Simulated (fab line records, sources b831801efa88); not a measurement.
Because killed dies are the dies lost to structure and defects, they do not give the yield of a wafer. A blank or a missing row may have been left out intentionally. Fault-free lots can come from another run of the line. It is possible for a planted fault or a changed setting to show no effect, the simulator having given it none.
fab line records ; flow sky130 ; part 2 of 2: steps 31 to 38 of 38
record lots=5; wafers=15; lastDay=50
route steps=708 shown METAL4@602 CAP2M@603 VIA4@639
lots with no fault: from the same line, run without faults
startH: start of the lot's first displayed wafer, in hours after the record's first day ; waitH: how many hours have passed since the lot's step before this one ; " unchanged from the row above ; L1.1+2: a row that stands for several wafers ; - no value present, or no start provided ; * or withheld: withheld ; < > ~ a bound
route shown NAME@n: a module of which the file shows steps, and the number in the route of the first ; usual: mean and standard deviation over wafers with no fault ; same: alike in all rows ; chamber/n: place in a boat ; sites: readings site by site ; _std_site: their standard deviation ; _edge_site: the outer-site mean with the inner-site mean subtracted ; radiusMm: for every site, how far away it sits from the centre of the wafer ; mask NAME#n: copy n ; behind: the tool/chamber that last shaped the wafer ; hold: reason for holding the lot/hours on hold/outcome of the hold ; device: the transistor (n, p or np) that didn't switch ; end of line: the same wafers' tests at the end of the route ; step lacking rows: just its recipe ; killed: the dies lost at the first sort to structure and to defects; this is not the yield of the wafer ; map: per-die view of a wafer (x killed, . not killed, _ where there is no die)
set.NAME: setting as actually run; set.NAME@STEP: the setting as run at that earlier step ; model.NAME: the simulator's own value behind a step, which no gauge read
certain route steps with their lots: each step a table, each wafer a row
services: when a tool's chamber went out of use (startH, in hours from the record's first day, below 0 if earlier), for how many hours, and the reason
## steps
# step SKY_METAL4_ETCH_16
# recipe chemistry=N2/H2; target=BARC; ionEnergyEv=200; biasW=100; pressureMtorr=30; n2FlowSccm=100; h2FlowSccm=200; icpW=500; stopOn=SiO2; timeS=88.2; targetDepthA=600
# usual biasW=100.00/0.28; drypumpMotorCurrentA=6.0/0.52; oesProductAu=0.626/0.0043; throttleValvePct=13.204/0.0089
# same timeS=88.2
lot.wafer;tool;chamber;startH;waitH;biasW;drypumpMotorCurrentA;oesProductAu;rfHoursCounterH;throttleValvePct
L079.3;rieMetal-01;1;1025.78;0.0;99.92;5.3;0.627;-;13.216
L079.4;rieMetal-01;0;1025.78;0.0;100.37;6.8;0.627;-;13.209
L079.5;rieMetal-01;1;1025.78;0.0;100.01;5.3;0.633;-;13.208
L080.1;rieMetal-01;1;1030.45;0.0;100.00;5.3;0.626;11;13.217
L080.4;rieMetal-01;0;1030.45;0.0;99.63;6.8;0.632;-;13.218
L080.5;rieMetal-01;0;1030.45;0.0;99.97;6.8;0.625;-;13.206
L084.1;rieMetal-02;0;1059.60;0.0;100.44;6.2;0.621;1;13.204
L084.3;rieMetal-02;1;1059.60;0.0;100.35;5.5;0.631;-;13.190
L084.5;rieMetal-02;1;1059.60;0.0;100.44;5.4;0.625;-;13.207
L093.3;rieMetal-02;1;1104.18;0.0;99.73;5.4;0.625;-;13.214
L093.5;rieMetal-02;1;1104.18;0.0;99.95;5.4;0.635;-;13.209
L093.6;rieMetal-02;0;1104.18;0.0;99.81;6.2;0.617;-;13.197
L095.1;rieMetal-02;0;1125.36;0.0;100.18;6.2;0.627;6;13.213
L095.2;rieMetal-02;1;1125.36;0.0;100.27;5.4;0.625;21;13.210
L095.6;rieMetal-02;1;1125.36;0.0;100.29;5.4;0.629;-;13.199
# step SKY_METAL4_ETCH_17
# recipe target=SiO2; stopOn=TiN; chemistry=C4F8/O2/Ar; sourceW=1500; biasW=1200; pressureMtorr=40; c4f8FlowSccm=withheld; O2_flow_sccm=6; Ar_flow_sccm=300; timeS=3.9; targetDepthA=150
# usual biasW=1200/3.6; oesProductAu=0.754/0.0075
# same timeS=3.9
lot.wafer;tool;chamber;startH;waitH;biasW;oesProductAu
L079.3;rieDiel-02;2;1025.85;0.0;1201;0.740
L079.4;rieDiel-02;0;1025.85;0.0;1202;0.761
L079.5;rieDiel-02;0;1025.85;0.0;1206;0.757
L080.1;rieDiel-02;2;1030.55;0.1;1197;0.760
L080.4;rieDiel-02;0;1030.55;0.1;1198;0.752
L080.5;rieDiel-02;2;1030.55;0.1;1202;0.750
L084.1;rieDiel-03;3;1059.70;0.1;1204;0.740
L084.3;rieDiel-03;0;1059.70;0.1;1203;0.740
L084.5;rieDiel-03;1;1059.70;0.1;1201;0.756
L093.3;rieDiel-02;0;1104.25;0.0;1203;0.761
L093.5;rieDiel-02;1;1104.25;0.0;1198;0.750
L093.6;rieDiel-02;2;1104.25;0.0;1194;0.767
L095.1;rieDiel-02;3;1125.46;0.1;1195;0.757
L095.2;rieDiel-02;2;1125.46;0.1;1197;0.760
L095.6;rieDiel-02;1;1125.46;0.1;1197;0.757
# step SKY_METAL4_METAL_ETCH_18
# recipe targetDepthA=8450; stopOn=SiO2; overEtchFrac=0.3; timeS=183.1; chemistry=Cl2/BCl3; resistSidewallDeg=88; pressureMtorr=10; icpW=900; biasW=48.5; Cl2_flow_sccm=60; bcl3FlowSccm=30
# usual bcl3FlowSccm=30.00/0.094; biasW=48.51/0.13; drypumpMotorCurrentA=6.0/0.48; oesProductAu=0.868/0.007; throttleValvePct=22.264/0.0097
# same timeS=183.1
lot.wafer;tool;chamber;startH;waitH;bcl3FlowSccm;biasW;drypumpMotorCurrentA;oesProductAu;rfHoursCounterH;throttleValvePct
L079.3;rieMetal-03;0;1025.93;0.1;29.82;48.60;6.2;0.869;-;22.259
L079.4;rieMetal-03;1;1025.93;0.1;30.01;48.43;6.1;0.875;-;22.261
L079.5;rieMetal-03;1;1025.93;0.1;30.12;48.32;6.1;0.876;-;22.252
L080.1;rieMetal-03;0;1030.57;0.0;30.09;48.48;6.2;0.864;19;22.257
L080.4;rieMetal-03;0;1030.57;0.0;29.95;48.60;6.2;0.869;-;22.263
L080.5;rieMetal-03;0;1030.57;0.0;30.06;48.52;6.2;0.870;-;22.250
L084.1;rieMetal-03;0;1059.72;0.0;30.16;48.39;6.2;0.873;21;22.277
L084.3;rieMetal-03;1;1059.72;0.0;30.19;48.57;6.1;0.867;-;22.272
L084.5;rieMetal-03;0;1059.72;0.0;30.19;48.44;6.2;0.874;-;22.266
L093.3;rieMetal-01;1;1104.33;0.1;30.05;48.67;5.3;0.868;-;22.257
L093.5;rieMetal-01;0;1104.33;0.1;30.02;48.64;6.8;0.871;-;22.244
L093.6;rieMetal-01;1;1104.33;0.1;30.00;48.74;5.3;0.872;-;22.267
L095.1;rieMetal-01;1;1125.48;0.0;29.98;48.57;5.3;0.862;19;22.251
L095.2;rieMetal-01;0;1125.48;0.0;29.80;48.47;6.8;0.872;22;22.267
L095.6;rieMetal-01;0;1125.48;0.0;29.69;48.40;6.8;0.867;-;22.282
# step SKY_METAL4_STRIP_19
# recipe chemistry=O2/N2; powerW=1400; pressureMtorr=1500; platenTempC=withheld; o2FlowSccm=3000; n2FlowSccm=300; overashFraction=0.5
# usual drypumpMotorCurrentA=5.58/0.19; o2FlowSccm=3000/8.5; oesProductAu=0.500/0.0054; stripTimeToEndpointS=6.50/0.076
lot.wafer;tool;chamber;startH;waitH;drypumpMotorCurrentA;o2FlowSccm;oesProductAu;rfHoursCounterH;stripTimeToEndpointS
L079.3;plasmaAsher-01;0;1026.08;0.1;5.60;3002;0.501;-;6.46
L079.4;plasmaAsher-01;1;1026.08;0.1;5.77;2999;0.502;-;6.47
L079.5;plasmaAsher-01;0;1026.08;0.1;5.62;3004;0.500;-;6.53
L080.1;plasmaAsher-02;0;1030.74;0.1;5.62;3017;0.488;83;6.38
L080.4;plasmaAsher-02;0;1030.74;0.1;5.63;2994;0.493;-;6.40
L080.5;plasmaAsher-02;0;1030.74;0.1;5.62;3004;0.496;-;6.43
L084.1;plasmaAsher-02;0;1059.89;0.1;5.65;3003;0.503;86;6.50
L084.3;plasmaAsher-02;0;1059.89;0.1;5.65;2986;0.501;-;6.59
L084.5;plasmaAsher-02;0;1059.89;0.1;5.64;3016;0.497;-;6.49
L093.3;plasmaAsher-01;1;1104.48;0.1;5.78;3004;0.510;-;6.60
L093.5;plasmaAsher-01;1;1104.48;0.1;5.84;3005;0.505;-;6.64
L093.6;plasmaAsher-01;0;1104.48;0.1;5.59;2995;0.507;-;6.64
L095.1;plasmaAsher-03;1;1125.65;0.1;5.67;2994;0.504;38;6.49
L095.2;plasmaAsher-03;0;1125.65;0.1;5.14;3011;0.494;38;6.49
L095.6;plasmaAsher-03;0;1125.65;0.1;5.15;2999;0.495;-;6.49
# step SKY_METAL4_STRIP_20
# recipe chemistry=postEtchResidueRemover; timeS=1200; tempC=72.5
# usual bathHeatDutyPct=14.1/1.7; tempC=72.50/0.12
# same timeS=1200
lot.wafer;tool;chamber;startH;waitH;bathHeatDutyPct;tempC
L079.3;wetBench-04;2;1026.14;0.0;13.1;72.80
L079.4;wetBench-04;2;1026.14;0.0;13.4;72.58
L079.5;wetBench-04;2;1026.14;0.0;13.5;72.59
L080.1;wetBench-01;3;1030.84;0.1;10.1;72.50
L080.4;wetBench-01;3;1030.84;0.1;10.6;72.64
L080.5;wetBench-01;3;1030.84;0.1;11.3;72.57
L084.1;wetBench-02;1;1060.10;0.2;15.0;72.49
L084.3;wetBench-02;1;1060.10;0.2;14.7;72.46
L084.5;wetBench-02;1;1060.10;0.2;15.1;72.60
L093.3;wetBench-01;3;1104.54;0.0;10.4;72.62
L093.5;wetBench-01;3;1104.54;0.0;11.8;72.59
L093.6;wetBench-01;3;1104.54;0.0;11.4;72.29
L095.1;wetBench-02;2;1125.75;0.1;15.0;72.32
L095.2;wetBench-02;2;1125.75;0.1;14.5;72.33
L095.6;wetBench-02;2;1125.75;0.1;14.6;72.38
# step SKY_METAL4_CLEAN_21
# recipe chemistry=IPA; timeS=180; tempC=25
# usual bathHeatDutyPct=6.2/1.1; tempC=25.01/0.093
# same timeS=180
lot.wafer;tool;chamber;startH;waitH;bathHeatDutyPct;tempC
L079.3;wetBench-04;1;1026.49;0.0;6.9;25.01
L079.4;wetBench-04;1;1026.49;0.0;7.3;24.95
L079.5;wetBench-04;1;1026.49;0.0;7.0;25.24
L080.1;wetBench-01;0;1031.22;0.0;7.3;24.91
L080.4;wetBench-01;0;1031.22;0.0;7.3;24.87
L080.5;wetBench-01;0;1031.22;0.0;6.2;24.94
L084.1;wetBench-02;3;1060.50;0.1;9.4;25.02
L084.3;wetBench-02;3;1060.50;0.1;7.7;25.05
L084.5;wetBench-02;3;1060.50;0.1;7.2;24.96
L093.3;wetBench-02;2;1104.90;0.0;5.1;25.03
L093.5;wetBench-02;2;1104.90;0.0;5.2;25.09
L093.6;wetBench-02;2;1104.90;0.0;5.7;25.08
L095.1;wetBench-02;0;1126.10;0.0;6.3;24.99
L095.2;wetBench-02;0;1126.10;0.0;6.4;24.87
L095.6;wetBench-02;0;1126.10;0.0;6.1;24.92
# step SKY_METAL4_CLEAN_22
# recipe chemistry=O3/DIW; dry=n2Spin
lot.wafer;tool;chamber;startH;waitH
L079.3+4+5;wetBench-04;1;1026.54;0.0
L080.1+4+5;wetBench-01;0;1031.28;0.0
L084.1+3+5;wetBench-01;1;1060.56;0.0
L093.3+5+6;wetBench-02;0;1104.96;0.0
L095.1+2+6;wetBench-02;1;1126.15;0.0
# step SKY_VIA4_HDPCVD_00
# recipe material=SiO2; targetThkNm=1750; sigmaOpenFrac=0.3; timeS=291.7; tempC=400; sih4FlowSccm=60; pressureMtorr=6
# same timeS=291.7
lot.wafer;tool;chamber;startH;waitH
L079.3+4+5;hdpcvd-01;0,2,1;1026.64;0.0
L080.1+4+5;hdpcvd-01;2,1,0;1031.38;0.0
L084.1+3+5;hdpcvd-02;0,1,0;1060.65;0.0
L093.3+5+6;hdpcvd-01;0,2,0;1105.05;0.0
L095.1+2+6;hdpcvd-02;0,2,1;1126.25;0.0
## services
tool;chamber;startH;hours;kind
krfScanner-01;-;959.28;1.5;pm
rieMetal-03;0;964.31;4.1;repair
plasmaAsher-01;-;965.54;11.5;repair
hdpcvd-02;-;969.17;3.3;repair
ilineStepper-02;-;977.73;3.7;repair
krfScanner-01;-;988.97;4.8;repair
wetBench-02;-;992.93;2.9;repair
plasmaAsher-04;-;1007.79;15.6;pm
rieMetal-02;-;1010.42;26.5;repair
ilineStepper-02;-;1025.45;1.7;pm
krfScanner-01;-;1044.40;4.0;pm
pvdSputter-04;-;1048.40;6.9;repair
krfScanner-01;-;1049.82;1.0;pm
krfScanner-01;-;1053.73;0.4;repair
plasmaAsher-04;-;1055.25;9.0;pm
wetBench-01;-;1062.48;16.5;repair
wetBench-03;-;1062.59;1.9;pm
pvdSputter-02;-;1064.26;5.3;repair
rieDiel-02;-;1065.20;0.4;repair
rieMetal-03;-;1085.60;28.1;pm
wetBench-01;-;1090.24;1.7;repair
krfScanner-01;-;1099.00;1.3;pm
krfScanner-01;-;1104.28;0.8;pm
pvdSputter-04;-;1114.19;7.6;repair
